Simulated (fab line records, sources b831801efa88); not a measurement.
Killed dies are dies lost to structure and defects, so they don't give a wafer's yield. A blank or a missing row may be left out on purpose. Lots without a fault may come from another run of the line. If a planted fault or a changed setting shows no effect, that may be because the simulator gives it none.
Split-lot study || flow sfq line || route with 325 steps; 5 lots, 23 wafers read

ABOUT THE SPLIT
At SFQ_TRILAYER_M5_LITHO_COAT_123 (resist thk 600 nm), the setting spin rpm was moved away from the recipe's 3000 rpm on 7 of the 23 wafers read, by -6.6% to +6.9%. The other wafers ran this setting at the recipe's value.

FROM THE SPLIT TO THE READING: what the file shows between them, 3 steps
- SFQ_TRILAYER_M5_LITHO_SOFTBAKE_127
- SFQ_TRILAYER_M5_LITHO_EXPOSE_124: exposes mask M5, target cd 700 nm
- SFQ_TRILAYER_M5_BARC_OPEN_METAL_ETCH_161: etches BARC in O2, target depth 125 nm, time 41.7 s

THE READING
KrF_of_TRILAYER_M5_LITHO_COAT_123.thk nm (the simulator's own value, which no gauge read), in nm, at SFQ_TRILAYER_M5_ETCH_METAL_ETCH_126 (etches Nb in Cl2/BCl3, stops on SiO2, time 203.2 s, target depth 265 nm). There is no usual value for it anywhere in the file. Across the 16 wafers here that went through the recipe, the average is 368.1 nm and the standard deviation 3.3 nm.

{"wafer": "L074.2", "tool, chamber at the split": "litho track-03, 0", "spin rpm as run, rpm": 3000, "against the recipe": "recipe", "KrF_of_TRILAYER_M5_LITHO_COAT_123.thk nm, nm": 362.9, "against lot-mates on the recipe": "-"}
{"wafer": "L074.3", "tool, chamber at the split": "litho track-03, 0", "spin rpm as run, rpm": 3208, "against the recipe": "+6.9%", "KrF_of_TRILAYER_M5_LITHO_COAT_123.thk nm, nm": 339.9, "against lot-mates on the recipe": -22.6}
{"wafer": "L074.4", "tool, chamber at the split": "litho track-03, 0", "spin rpm as run, rpm": 3208, "against the recipe": "+6.9%", "KrF_of_TRILAYER_M5_LITHO_COAT_123.thk nm, nm": 349.4, "against lot-mates on the recipe": -13.1}
{"wafer": "L074.5", "tool, chamber at the split": "litho track-03, 0", "spin rpm as run, rpm": 3208, "against the recipe": "+6.9%", "KrF_of_TRILAYER_M5_LITHO_COAT_123.thk nm, nm": 347.9, "against lot-mates on the recipe": -14.6}
{"wafer": "L074.6", "tool, chamber at the split": "litho track-03, 0", "spin rpm as run, rpm": 3000, "against the recipe": "recipe", "KrF_of_TRILAYER_M5_LITHO_COAT_123.thk nm, nm": 362.1, "against lot-mates on the recipe": "-"}
{"wafer": "L075.1", "tool, chamber at the split": "litho track-03, 0", "spin rpm as run, rpm": 2802, "against the recipe": "-6.6%", "KrF_of_TRILAYER_M5_LITHO_COAT_123.thk nm, nm": 388.5, "against lot-mates on the recipe": "+21.2"}
{"wafer": "L075.3", "tool, chamber at the split": "litho track-03, 0", "spin rpm as run, rpm": 3000, "against the recipe": "recipe", "KrF_of_TRILAYER_M5_LITHO_COAT_123.thk nm, nm": 367.6, "against lot-mates on the recipe": "-"}
{"wafer": "L075.4", "tool, chamber at the split": "litho track-03, 0", "spin rpm as run, rpm": 2802, "against the recipe": "-6.6%", "KrF_of_TRILAYER_M5_LITHO_COAT_123.thk nm, nm": 391.2, "against lot-mates on the recipe": "+23.9"}
{"wafer": "L075.5", "tool, chamber at the split": "litho track-03, 0", "spin rpm as run, rpm": 3000, "against the recipe": "recipe", "KrF_of_TRILAYER_M5_LITHO_COAT_123.thk nm, nm": 368.5, "against lot-mates on the recipe": "-"}
{"wafer": "L075.6", "tool, chamber at the split": "litho track-03, 0", "spin rpm as run, rpm": 3000, "against the recipe": "recipe", "KrF_of_TRILAYER_M5_LITHO_COAT_123.thk nm, nm": 365.7, "against lot-mates on the recipe": "-"}
{"wafer": "L078.1", "tool, chamber at the split": "litho track-01, 0", "spin rpm as run, rpm": 3000, "against the recipe": "recipe", "KrF_of_TRILAYER_M5_LITHO_COAT_123.thk nm, nm": 367.4, "against lot-mates on the recipe": "-"}
{"wafer": "L078.2", "tool, chamber at the split": "litho track-01, 0", "spin rpm as run, rpm": 3000, "against the recipe": "recipe", "KrF_of_TRILAYER_M5_LITHO_COAT_123.thk nm, nm": 372.9, "against lot-mates on the recipe": "-"}
{"wafer": "L078.6", "tool, chamber at the split": "litho track-01, 0", "spin rpm as run, rpm": 3000, "against the recipe": "recipe", "KrF_of_TRILAYER_M5_LITHO_COAT_123.thk nm, nm": 372.6, "against lot-mates on the recipe": "-"}
{"wafer": "L080.1", "tool, chamber at the split": "litho track-03, 0", "spin rpm as run, rpm": 2857, "against the recipe": "-4.8%", "KrF_of_TRILAYER_M5_LITHO_COAT_123.thk nm, nm": 388.6, "against lot-mates on the recipe": "+17.9"}
{"wafer": "L080.2", "tool, chamber at the split": "litho track-03, 0", "spin rpm as run, rpm": 3000, "against the recipe": "recipe", "KrF_of_TRILAYER_M5_LITHO_COAT_123.thk nm, nm": 367.8, "against lot-mates on the recipe": "-"}
{"wafer": "L080.4", "tool, chamber at the split": "litho track-03, 0", "spin rpm as run, rpm": 2857, "against the recipe": "-4.8%", "KrF_of_TRILAYER_M5_LITHO_COAT_123.thk nm, nm": 384.1, "against lot-mates on the recipe": "+13.4"}
{"wafer": "L080.5", "tool, chamber at the split": "litho track-03, 0", "spin rpm as run, rpm": 3000, "against the recipe": "recipe", "KrF_of_TRILAYER_M5_LITHO_COAT_123.thk nm, nm": 374.7, "against lot-mates on the recipe": "-"}
{"wafer": "L080.6", "tool, chamber at the split": "litho track-03, 0", "spin rpm as run, rpm": 3000, "against the recipe": "recipe", "KrF_of_TRILAYER_M5_LITHO_COAT_123.thk nm, nm": 369.7, "against lot-mates on the recipe": "-"}
{"wafer": "L084.1", "tool, chamber at the split": "litho track-03, 0", "spin rpm as run, rpm": 3000, "against the recipe": "recipe", "KrF_of_TRILAYER_M5_LITHO_COAT_123.thk nm, nm": 367.7, "against lot-mates on the recipe": "-"}
{"wafer": "L084.3", "tool, chamber at the split": "litho track-03, 0", "spin rpm as run, rpm": 3000, "against the recipe": "recipe", "KrF_of_TRILAYER_M5_LITHO_COAT_123.thk nm, nm": 369.1, "against lot-mates on the recipe": "-"}
{"wafer": "L084.4", "tool, chamber at the split": "litho track-03, 0", "spin rpm as run, rpm": 3000, "against the recipe": "recipe", "KrF_of_TRILAYER_M5_LITHO_COAT_123.thk nm, nm": 364.6, "against lot-mates on the recipe": "-"}
{"wafer": "L084.5", "tool, chamber at the split": "litho track-03, 0", "spin rpm as run, rpm": 3000, "against the recipe": "recipe", "KrF_of_TRILAYER_M5_LITHO_COAT_123.thk nm, nm": 367.6, "against lot-mates on the recipe": "-"}
{"wafer": "L084.6", "tool, chamber at the split": "litho track-03, 0", "spin rpm as run, rpm": 3000, "against the recipe": "recipe", "KrF_of_TRILAYER_M5_LITHO_COAT_123.thk nm, nm": 368.9, "against lot-mates on the recipe": "-"}

THE FIT
A straight line over all 23 wafers: KrF_of_TRILAYER_M5_LITHO_COAT_123.thk nm changes by -3.34 nm for each +1% of spin rpm; r = -0.96; the points scatter about the line by 3.5 nm.
The same after taking each lot's own level away (the mean of its wafers on the recipe; 23 wafers): -2.87 nm for each +1%; r = -0.96; scatter 2.9 nm.
The reading moves by 20 nm for the largest change in spin rpm, on that fit.
The span of the lots' own levels, 362.50 to 370.97 nm, comes to 2.6 times the standard deviation stated above.
So the slope is not independent of the lot-to-lot level: the two fits are not the same.
Check: for one of the wafers moved furthest among these (+6.9%), held out of the fit, the line's prediction against its lot-mates is -18 nm. It came out at -22.6 nm against them.

THE OTHER SPLITS THESE WAFERS WENT THROUGH
Before the reading, these wafers also passed through other splits. Each is held against what the fit with the lots' levels taken away leaves over:
{"other split on the same wafers": "SFQ_TRILAYER_I4_VIA_BARC_OPEN_VIA_ETCH_146 time s", "wafers away from the commonest value": 6, "r with KrF_of_TRILAYER_M5_LITHO_COAT_123.thk nm (lot level and that fit taken away)": -0.03}
{"other split on the same wafers": "SFQ_TRILAYER_JJ_TRILAYER_DEP_SPUTTER_109 power w", "wafers away from the commonest value": 9, "r with KrF_of_TRILAYER_M5_LITHO_COAT_123.thk nm (lot level and that fit taken away)": -0.06}
{"other split on the same wafers": "SFQ_TRILAYER_JJ_TRILAYER_DEP_SPUTTER_112 time s", "wafers away from the commonest value": 5, "r with KrF_of_TRILAYER_M5_LITHO_COAT_123.thk nm (lot level and that fit taken away)": "+0.05"}
{"other split on the same wafers": "SFQ_TRILAYER_JJ_CE_LITHO_PEB_117 peb temp c", "wafers away from the commonest value": 5, "r with KrF_of_TRILAYER_M5_LITHO_COAT_123.thk nm (lot level and that fit taken away)": -0.08}
{"other split on the same wafers": "SFQ_TRILAYER_M5_LITHO_COAT_128 spin rpm", "wafers away from the commonest value": 5, "r with KrF_of_TRILAYER_M5_LITHO_COAT_123.thk nm (lot level and that fit taken away)": -0.22}

THE WHOLE CHAIN: every reading that the file lists as answering this split, in the file's order
{"step": "SFQ_TRILAYER_M5_LITHO_COAT_123", "what it does": "resist thk 600 nm", "reading": "KrF_of_TRILAYER_M5_LITHO_COAT_123.thk nm (the simulator's own value, which no gauge read)", "change (the file's fit)": "-3.1 nm for each +1% of the setting", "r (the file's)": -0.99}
{"step": "SFQ_TRILAYER_M5_ETCH_METAL_ETCH_126", "what it does": "etches Nb in Cl2/BCl3, stops on SiO2, time 203.2 s, target depth 265 nm", "reading": "KrF_of_TRILAYER_M5_LITHO_COAT_123.thk nm (the simulator's own value, which no gauge read)", "change (the file's fit)": "-2.97 nm for each +1% of the setting", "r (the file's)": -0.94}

THE FILE'S OWN FIT
KrF_of_TRILAYER_M5_LITHO_COAT_123.thk nm changes by -2.97 nm for each +1% of spin rpm, r = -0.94.
